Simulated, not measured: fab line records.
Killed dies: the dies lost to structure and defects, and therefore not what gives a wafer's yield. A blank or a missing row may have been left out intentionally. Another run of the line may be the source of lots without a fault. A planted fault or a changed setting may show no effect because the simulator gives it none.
Comparing a struck lot with a sound one	flow sky130	43 steps out of a route of 708
Sound: these wafers, L210.2, L210.3, L210.4. The struck wafers were L227.2, L227.4, L227.6. The cause comes at the end.
For every step that has rows: the tool of each side, followed by ch and its chambers, followed by its first start. Under that, the readings that differ: sound wafers	struck wafers	difference of the means	sigmas: that difference in standard deviations of wafers without a fault.
alike: readings with means less than 2 such deviations apart, plus words and numbers identical on both sides. not compared: withheld readings, readings lacking a value on some wafer, bounds such as >300 that could conceal the same value, and numbers that have no deviation in the record and whose values overlap.
Wherever a step has rows on one side only, a row that says differs or no value, or a row with sigmas, the two part there. When numbers do not overlap yet have no deviation, they are printed without sigmas and do not part them. Lack of a reading on every wafer of one side parts them only where that side has two or more wafers.

first, 7 steps without rows for these wafers: SKY_METAL4_HMDS_06 (prime time 60 s); SKY_METAL4_COAT_07 (resist thk 60 nm); SKY_METAL4_COAT_08 (resist thk 1140 nm); SKY_METAL4_SOFTBAKE_09 (time 90 s); SKY_METAL4_EXPOSE_10 (exposes mask MM4, target cd 300 nm); SKY_METAL4_PEB_11; SKY_METAL4_DEVELOP_12 (develop time 60 s).
SKY_METAL4_CD_MEAS_13: the cd target is 300 nm.
  sound on cdSem-02 at day 42 06:03; struck on cdSem-02 at day 46 16:21
  alike: cdNm
SKY_METAL4_OVL_MEAS_14:
  sound on overlay-01 at day 42 06:10; struck on overlay-02 at day 46 16:28
reading	sound	struck	difference	sigmas
METAL4_OVL (nm)	0 1 -6	14 5 12	+12	+2
then, 3 steps without rows for these wafers: SKY_METAL4_DESCUM_15 (chemistry O2, time 8 s); SKY_METAL4_ETCH_16 (etches BARC in N2/H2, stops on SiO2, time 88.2 s, target depth 60 nm); SKY_METAL4_ETCH_17 (etches SiO2 in C4F8/O2/Ar, stops on TiN, time 3.9 s, target depth 15 nm).
SKY_METAL4_METAL_ETCH_18: etches the open film in Cl2/BCl3, stops on SiO2, target depth 845 nm, time 183.1 s.
  sound on rieMetal-01 ch 0,1, day 42 06:20; struck on rieMetal-01 ch 0, day 46 16:46
  alike: drypumpMotorCurrentA, oesProductAu, throttleValvePct
  not compared: rfHoursCounterH
SKY_METAL4_STRIP_19: strips in O2/N2.
  sound on plasmaAsher-02 ch 0,1, day 42 06:31; struck on plasmaAsher-02 ch 0,1, day 46 16:56
  alike: drypumpMotorCurrentA, oesProductAu, stripTimeToEndpointS
  not compared: rfHoursCounterH
then, 4 steps without rows for these wafers: SKY_METAL4_STRIP_20 (strips in post etch residue remover, time 1200 s); SKY_METAL4_CLEAN_21 (cleans in IPA, time 180 s); SKY_METAL4_CLEAN_22 (cleans in O3/DIW); SKY_VIA4_HDPCVD_00 (deposits SiO2, target thk 1750 nm, time 291.7 s).
SKY_VIA4_THK_MEAS_01:
  sound on filmMetro-01 at day 42 07:17; struck on filmMetro-01 at day 46 17:46
reading	sound	struck	difference	sigmas
VIA4_HDPCVD_THK (nm)	1723 1715 1742	1764 1769 1789	+47	+2
SKY_VIA4_CMP_02: polishes SiO2.
  sound on cmp-02 ch 0,2,3, day 42 07:20; struck on cmp-01 ch 0,3, day 46 17:49
  alike: headPressurePsi, motorCurrentA
SKY_VIA4_BOW_MEAS_03:
  sound on filmMetro-02 at day 42 07:40; struck on filmMetro-03 at day 46 18:08
  alike: VIA4_BOW
then, 7 steps without rows for these wafers: SKY_VIA4_DEHYDRATE_04 (time 60 s); SKY_VIA4_HMDS_05 (prime time 60 s); SKY_VIA4_COAT_06 (resist thk 1140 nm); SKY_VIA4_SOFTBAKE_07 (time 60 s); SKY_VIA4_EXPOSE_08 (exposes mask VIM4, target cd 800 nm); SKY_VIA4_PEB_09; SKY_VIA4_DEVELOP_10 (develop time 60 s).
SKY_VIA4_OVL_MEAS_11:
  sound on overlay-02 at day 43 06:50; struck on overlay-01 at day 47 13:53
  alike: VIA4_OVL
then, 5 steps without rows for these wafers: SKY_VIA4_ETCH_12 (etches SiO2 in C4F8/O2/Ar, stops on TiN, target depth 580 nm); SKY_VIA4_STRIP_13 (strips in O2/N2); SKY_VIA4_STRIP_14 (strips in post etch residue remover, time 1200 s); SKY_VIA4_CLEAN_15 (cleans in IPA, time 180 s); SKY_VIA4_CLEAN_16 (cleans in O3/DIW).
SKY_VIA4_SPUTTER_17: material TiN, target thk 20 nm, time 80 s.
  sound on pvdSputter-03 at day 43 07:32; struck on pvdSputter-02 at day 47 14:35
  alike: throttleValvePct
then, 1 step without rows for these wafers: SKY_VIA4_CVD_18 (deposits W, target thk 505 nm, time 152.14 s).
SKY_VIA4_RS_MEAS_19: measures by four-point-probe.
  sound on filmMetro-02 at day 43 07:46; struck on filmMetro-01 at day 47 14:58
  alike: VIA4_W_RS
SKY_VIA4_THK_MEAS_20: measures by xrf.
  sound on filmMetro-02 at day 43 07:53; struck on filmMetro-01 at day 47 15:05
  alike: VIA4_W_THK
SKY_VIA4_CMP_21: polishes, stops on SiO2, t overpolish 25 s, target thk 0 nm.
  sound on cmp-02 ch 0,2,3, day 43 08:01; struck on cmp-02 ch 1,3, day 47 15:08
  alike: headPressurePsi, motorCurrentA, overpolishRunS, timeToEndpointS
then, 1 step without rows for these wafers: SKY_METAL5_SPUTTER_00 (material Ti, target thk 15 nm, time 10 s).
SKY_METAL5_SPUTTER_01: material TiN, target thk 20 nm, time 16.7 s.
  sound on pvdSputter-03 at day 43 08:20; struck on pvdSputter-03 at day 47 15:27
  alike: throttleValvePct
then, 1 step without rows for these wafers: SKY_METAL5_SPUTTER_02 (material AlCu, target thk 1150 nm, time 61.2 s).
-- the record jumps here: 2 days lie between the struck wafers' starts before and after (it left off in module METAL5 and takes up again in module PAD_OPEN, whose first step shown is number 708 of the route) --
SKY_PAD_OPEN_PROBE_99:
  sound on prober-02 at day 46 06:15; struck on prober-01 at day 50 00:22
reading	sound	struck	difference	sigmas
hold	- - -	awaitDispo/2.7h/release awaitDispo/2.7h/release awaitDispo/2.7h/release	no value on the sound wafers	
defectLimitedYield (%)	80.7 83.3 80.9	74.6 73.4 74.0	-7.6	-4
killed_at_M4_up	2 2 2	57 53 55	+53	+31
killedDies	95 82 94	125 131 128	+38	+4
sort_bin_3_pad_short (%)	1.2 0.2 0.4	3.0 3.7 4.5	+3.1	+7
sort_bin_5_function (%)	11.2 12.0 11.4	16.5 16.5 17.1	+5.2	+3
sortNPass	397 410 398	367 361 364	-38	-4
sortYieldPct (%)	80.7 83.3 80.9	74.6 73.4 74.0	-7.6	-4
model.etest.tester.sortNPass	397 410 398	367 361 364	-38	
model.etest.tester.sortYieldPct (%)	80.69 83.33 80.89	74.59 73.37 73.98	-7.66	
model.etest.tester.sort_bin_5_pct (%)	11.18 11.99 11.38	16.46 16.46 17.07	+5.15	
model.etest.tester.sort_bin_3_pct (%)	1.22 0.2033 0.4065	3.049 3.659 4.472	+3.117	
  alike: killed_at_M0_to_M3, killedAtContacts, killedAtFrontEnd, killedAtOther, killedOpen, killedShort, sort_bin_6_memory

== WHERE THEY PART ==
At SKY_METAL4_OVL_MEAS_14 first; at SKY_PAD_OPEN_PROBE_99 last (within this record only).

WHY: what had been put in by the simulator
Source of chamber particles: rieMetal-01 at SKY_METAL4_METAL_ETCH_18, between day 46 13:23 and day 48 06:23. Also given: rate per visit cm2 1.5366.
